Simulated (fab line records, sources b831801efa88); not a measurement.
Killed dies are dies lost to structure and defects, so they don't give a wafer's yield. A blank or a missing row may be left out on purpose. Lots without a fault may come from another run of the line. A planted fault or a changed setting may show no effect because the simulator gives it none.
Chamber matching | flow sky130 | SKY_METAL4_ETCH_17 on rie_diel-01: 4 sister chambers
The step etches SiO2 in C4F8/O2/Ar, stops on TiN, time 3.9 s, target depth 15 nm. 4 wafers are shown with their chamber, then 7 later ones without.

WAFERS WITH THEIR CHAMBER
wafer  | chamber | oes_product_au (a.u.)
L263.3 | 3       | 0.762
L268.1 | 1       | 0.747
L268.2 | 2       | 0.749
L272.5 | 0       | 0.746

WAFERS WITHOUT THEIR CHAMBER
wafer  | oes_product_au (a.u.)
L272.6 | 0.742
L278.3 | 0.748
L278.4 | 0.760
L278.6 | 0.753
L279.1 | 0.755
L279.2 | 0.765
L279.4 | 0.761

WHICH CHAMBER EACH WENT THROUGH
wafer  | from the rows above               | in truth
L272.6 | can't be placed: 0 or 1 or 2      | 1
L278.3 | can't be placed: 1 or 2 or 0      | 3
L278.4 | 3                                 | 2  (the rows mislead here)
L278.6 | can't be placed: 2 or 1 or 0 or 3 | 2
L279.1 | can't be placed: 2 or 3 or 1 or 0 | 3
L279.2 | 3                                 | 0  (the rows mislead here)
L279.4 | 3                                 | 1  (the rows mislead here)
Placed correctly: 0 of 7. Can't be placed from these rows: 4 (the true chamber is among the candidates in 3). Placed wrongly: 3.
How it was worked out, from the rows above alone: a wafer's distance from a chamber is the root of the sum, over the readings, of the square of ((its reading less the chamber's mean) divided by the reading's scatter). The wafer belongs to the nearest chamber; if the next one is less than 2 further off, it can't be placed. A chamber's mean is the mean of its shown wafers. The scatter: with one shown wafer a chamber, the root of the mean of the squares of how far each hidden wafer lies from its nearest shown one.
